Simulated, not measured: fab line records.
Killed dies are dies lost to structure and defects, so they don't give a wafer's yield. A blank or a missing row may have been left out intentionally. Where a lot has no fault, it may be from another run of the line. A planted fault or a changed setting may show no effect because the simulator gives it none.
The tool behind it: which one? :: flow gf180mcu :: Sampling: 13 lots, 39 wafers, 4 of 602 route steps

## WHAT THE GAUGES READ, wafer by wafer
GF_DUAL_GATE_THK_MEAS_03.
lot: L213
measured: day 7 18:58
on: film metro-04
DUAL_GATE_OXIDATION_00_THK (nm): 11.11 11.02 11.02

lot: L214
measured: day 8 01:23
on: film metro-03
DUAL_GATE_OXIDATION_00_THK (nm): 10.84 10.84 10.71

lot: L215
measured: day 8 09:56
on: film metro-04
DUAL_GATE_OXIDATION_00_THK (nm): 11.10 10.97 10.92

lot: L216
measured: day 8 14:56
on: film metro-02
DUAL_GATE_OXIDATION_00_THK (nm): 11.52 11.55 11.43

lot: L217
measured: day 8 22:47
on: film metro-03
DUAL_GATE_OXIDATION_00_THK (nm): 10.70 10.86 10.77

lot: L218
measured: day 9 06:42
on: film metro-03
DUAL_GATE_OXIDATION_00_THK (nm): 10.82 10.57 10.96

lot: L220
measured: day 10 06:50
on: film metro-04
DUAL_GATE_OXIDATION_00_THK (nm): 10.92 10.92 10.89

lot: L223
measured: day 10 20:41
on: film metro-04
DUAL_GATE_OXIDATION_00_THK (nm): 9.87 10.00 9.88

lot: L224
measured: day 10 20:41
on: film metro-03
DUAL_GATE_OXIDATION_00_THK (nm): 10.04 9.83 9.87

lot: L231
measured: day 12 17:52
on: film metro-04
DUAL_GATE_OXIDATION_00_THK (nm): 10.73 10.97 10.75

lot: L233
measured: day 13 07:41
on: film metro-03
DUAL_GATE_OXIDATION_00_THK (nm): 11.07 10.97 10.82

lot: L235
measured: day 14 02:16
on: film metro-04
DUAL_GATE_OXIDATION_00_THK (nm): 11.18 11.09 11.17

lot: L236
measured: day 14 07:37
on: film metro-02
DUAL_GATE_OXIDATION_00_THK (nm): 10.86 10.65 10.75

GF_CONTACT_THK_MEAS_26: measures by xrf.
lot: L213
measured: day 16 06:08
on: film metro-03
CONTACT_W_THK (nm): 319 306 310

lot: L214
measured: day 16 19:40
on: film metro-01
CONTACT_W_THK (nm): 299 310 298

lot: L215
measured: day 17 04:40
on: film metro-02
CONTACT_W_THK (nm): 315 304 313

lot: L216
measured: day 17 18:17
on: film metro-03
CONTACT_W_THK (nm): 313 308 309

lot: L217
measured: day 18 02:16
on: film metro-02
CONTACT_W_THK (nm): 306 313 306

lot: L218
measured: day 18 17:25
on: film metro-02
CONTACT_W_THK (nm): 304 307 314

lot: L220
measured: day 19 20:31
on: film metro-01
CONTACT_W_THK (nm): 308 302 303

lot: L223
measured: day 20 12:46
on: film metro-03
CONTACT_W_THK (nm): 314 315 311

lot: L224
measured: day 20 14:13
on: film metro-03
CONTACT_W_THK (nm): 308 313 306

lot: L231
measured: day 22 21:51
on: film metro-01
CONTACT_W_THK (nm): 298 307 299

lot: L233
measured: day 23 11:43
on: film metro-02
CONTACT_W_THK (nm): 316 307 306

lot: L235
measured: day 24 09:07
on: film metro-01
CONTACT_W_THK (nm): 302 306 297

lot: L236
measured: day 24 15:28
on: film metro-03
CONTACT_W_THK (nm): 309 301 307

## EACH LOT AND THE TOOL THAT RAN IT (in order: tool; ch and the chambers of the sampled wafers; start)
lot: L213
GF_DUAL_GATE_OXIDATION_02: furnace-01 ch 0, day 7 17:31
GF_CONTACT_CMP_04: cmp-02 ch 0,1,3, day 15 07:04

lot: L214
GF_DUAL_GATE_OXIDATION_02: furnace-02 ch 0, day 7 23:56
GF_CONTACT_CMP_04: cmp-02 ch 0,2,3, day 15 19:20

lot: L215
GF_DUAL_GATE_OXIDATION_02: furnace-01 ch 0, day 8 08:30
GF_CONTACT_CMP_04: cmp-02 ch 1,2, day 16 05:02

lot: L216
GF_DUAL_GATE_OXIDATION_02: furnace-02 ch 0, day 8 13:28
GF_CONTACT_CMP_04: cmp-01 ch 0,2,3, day 16 17:51

lot: L217
GF_DUAL_GATE_OXIDATION_02: furnace-02 ch 0, day 8 21:20
GF_CONTACT_CMP_04: cmp-01 ch 0,3, day 17 01:44

lot: L218
GF_DUAL_GATE_OXIDATION_02: furnace-01 ch 0, day 9 05:15
GF_CONTACT_CMP_04: cmp-02 ch 2,3, day 17 16:23

lot: L220
GF_DUAL_GATE_OXIDATION_02: furnace-02 ch 0, day 10 05:23
GF_CONTACT_CMP_04: cmp-01 ch 0,1,3, day 18 18:28

lot: L223
GF_DUAL_GATE_OXIDATION_02: furnace-02 ch 0, day 10 19:14
GF_CONTACT_CMP_04: cmp-01 ch 0,2, day 19 11:13

lot: L224
GF_DUAL_GATE_OXIDATION_02: furnace-02 ch 0, day 10 19:14
GF_CONTACT_CMP_04: cmp-01 ch 0,2,3, day 19 12:40

lot: L231
GF_DUAL_GATE_OXIDATION_02: furnace-01 ch 0, day 12 16:25
GF_CONTACT_CMP_04: cmp-02 ch 0,1,2, day 21 21:47

lot: L233
GF_DUAL_GATE_OXIDATION_02: furnace-01 ch 0, day 13 06:14
GF_CONTACT_CMP_04: cmp-01 ch 0,3, day 22 10:55

lot: L235
GF_DUAL_GATE_OXIDATION_02: furnace-02 ch 0, day 14 00:49
GF_CONTACT_CMP_04: cmp-01 ch 1,2,3, day 23 08:44

lot: L236
GF_DUAL_GATE_OXIDATION_02: furnace-01 ch 0, day 14 06:10
GF_CONTACT_CMP_04: cmp-01 ch 0,1, day 23 15:31
- GF_DUAL_GATE_OXIDATION_02: stabilise 600 s, purge 300 s, target thk 10.887 nm.
- GF_CONTACT_CMP_04: polishes SiO2.

## WHAT THE TOOLS THEMSELVES READ (means of the sampled wafers that have a number; where no wafer has one, the mark that the record gives instead)
GF_DUAL_GATE_OXIDATION_02.
lot: L213
tool: furnace-01
spike tc bottom C (C): 916.0
spike tc centre C (C): 900.8
spike tc lower C (C): 898.9
spike tc top C (C): 912.0
spike tc upper C (C): 897.9
tube center temp C (C): 900
tube_center_temp_C_max: 902.4

lot: L214
tool: furnace-02
spike tc bottom C (C): 920.4
spike tc centre C (C): 901.8
spike tc lower C (C): 899.3
spike tc top C (C): 910.2
spike tc upper C (C): 900.3
tube center temp C (C): 900
tube_center_temp_C_max: 902.4

lot: L215
tool: furnace-01
spike tc bottom C (C): 915.1
spike tc centre C (C): 899.8
spike tc lower C (C): 899.5
spike tc top C (C): 912.2
spike tc upper C (C): 897.6
tube center temp C (C): 900
tube_center_temp_C_max: 902.3

lot: L216
tool: furnace-02
spike tc bottom C (C): 920.5
spike tc centre C (C): 900.9
spike tc lower C (C): 900.2
spike tc top C (C): 912.0
spike tc upper C (C): 900.4
tube center temp C (C): 900
tube_center_temp_C_max: 902.4

lot: L217
tool: furnace-02
spike tc bottom C (C): 920.6
spike tc centre C (C): 900.4
spike tc lower C (C): 899.9
spike tc top C (C): 911.4
spike tc upper C (C): 901.0
tube center temp C (C): 900
tube_center_temp_C_max: 902.3

lot: L218
tool: furnace-01
spike tc bottom C (C): 915.2
spike tc centre C (C): 901.4
spike tc lower C (C): 898.6
spike tc top C (C): 911.9
spike tc upper C (C): 897.4
tube center temp C (C): 900
tube_center_temp_C_max: 902.6

lot: L220
tool: furnace-02
spike tc bottom C (C): 920.0
spike tc centre C (C): 901.1
spike tc lower C (C): 900.1
spike tc top C (C): 911.5
spike tc upper C (C): 901.7
tube center temp C (C): 900
tube_center_temp_C_max: 902.4

lot: L223
tool: furnace-02
spike tc bottom C (C): 909.7
spike tc centre C (C): 890.1
spike tc lower C (C): 889.4
spike tc top C (C): 901.5
spike tc upper C (C): 890.6
tube center temp C (C): 890
tube_center_temp_C_max: 891.7

lot: L224
tool: furnace-02
spike tc bottom C (C): 909.9
spike tc centre C (C): 889.9
spike tc lower C (C): 890.1
spike tc top C (C): 902.1
spike tc upper C (C): 889.5
tube center temp C (C): 890
tube_center_temp_C_max: 891.7

lot: L231
tool: furnace-01
spike tc bottom C (C): 914.9
spike tc centre C (C): 900.3
spike tc lower C (C): 900.3
spike tc top C (C): 911.3
spike tc upper C (C): 897.2
tube center temp C (C): 900
tube_center_temp_C_max: 902.1

lot: L233
tool: furnace-01
spike tc bottom C (C): 914.0
spike tc centre C (C): 899.3
spike tc lower C (C): 898.6
spike tc top C (C): 911.8
spike tc upper C (C): 897.0
tube center temp C (C): 900
tube_center_temp_C_max: 902.5

lot: L235
tool: furnace-02
spike tc bottom C (C): 921.3
spike tc centre C (C): 901.2
spike tc lower C (C): 899.6
spike tc top C (C): 911.1
spike tc upper C (C): 899.9
tube center temp C (C): 900
tube_center_temp_C_max: 902.5

lot: L236
tool: furnace-01
spike tc bottom C (C): 916.8
spike tc centre C (C): 901.1
spike tc lower C (C): 898.8
spike tc top C (C): 911.8
spike tc upper C (C): 897.4
tube center temp C (C): 900
tube_center_temp_C_max: 902.6

GF_CONTACT_CMP_04.
lot: L213
tool: cmp-02
motor current A (A): 12.0
time to endpoint s (s): 112

lot: L214
tool: cmp-02
motor current A (A): 11.9
time to endpoint s (s): 117

lot: L215
tool: cmp-02
motor current A (A): 12.3
time to endpoint s (s): 114

lot: L216
tool: cmp-01
motor current A (A): 12.2
time to endpoint s (s): 114

lot: L217
tool: cmp-01
motor current A (A): 12.5
time to endpoint s (s): 104

lot: L218
tool: cmp-02
motor current A (A): 12.2
time to endpoint s (s): 120

lot: L220
tool: cmp-01
motor current A (A): 12.5
time to endpoint s (s): 116

lot: L223
tool: cmp-01
motor current A (A): 12.3
time to endpoint s (s): 113

lot: L224
tool: cmp-01
motor current A (A): 12.3
time to endpoint s (s): 108

lot: L231
tool: cmp-02
motor current A (A): 11.6
time to endpoint s (s): 107

lot: L233
tool: cmp-01
motor current A (A): 12.2
time to endpoint s (s): 110

lot: L235
tool: cmp-01
motor current A (A): 12.9
time to endpoint s (s): 109

lot: L236
tool: cmp-01
motor current A (A): 12.5
time to endpoint s (s): 113

## THE ANSWER, worked out from the rows above alone
Rule: the usual values come from the lots themselves. The widest of any qualifying gaps counts: lots, ordered by their means at a reading, are off when they make up no more than a third of the lots, leave a main group of 4 or more, and stand apart from it by 3 or more times the standard deviation of that group's means. A main group whose means are all the same, to the digits that the tables above print for the reading, isn't used. A lot without any number at a reading at which 4 lots or more have one is off too. All remaining lots with rows at the step are treated as sound. First the gauges in route order, then the tools' own readings, where a lot's mean is used as printed above. The first step at which some lot is off is used, and at that step the reading that is off furthest; a lot without a number counts as furthest.
Off: L223, L224, at GF_DUAL_GATE_THK_MEAS_03 (DUAL_GATE_OXIDATION_00_THK). Main group: mean 10.95 nm, sd 0.21.
If a tool, at a process step before that reading, ran all the lots that are off and no sound lot after the first of them, it fits. Not tried: the gauges at GF_DUAL_GATE_THK_MEAS_03; whatever is off there is also off at GF_DUAL_GATE_OXIDATION_02, on other tools, and gauge error can't account for it. Of those tried, none fits.

## WHAT THE SIMULATOR PUT IN
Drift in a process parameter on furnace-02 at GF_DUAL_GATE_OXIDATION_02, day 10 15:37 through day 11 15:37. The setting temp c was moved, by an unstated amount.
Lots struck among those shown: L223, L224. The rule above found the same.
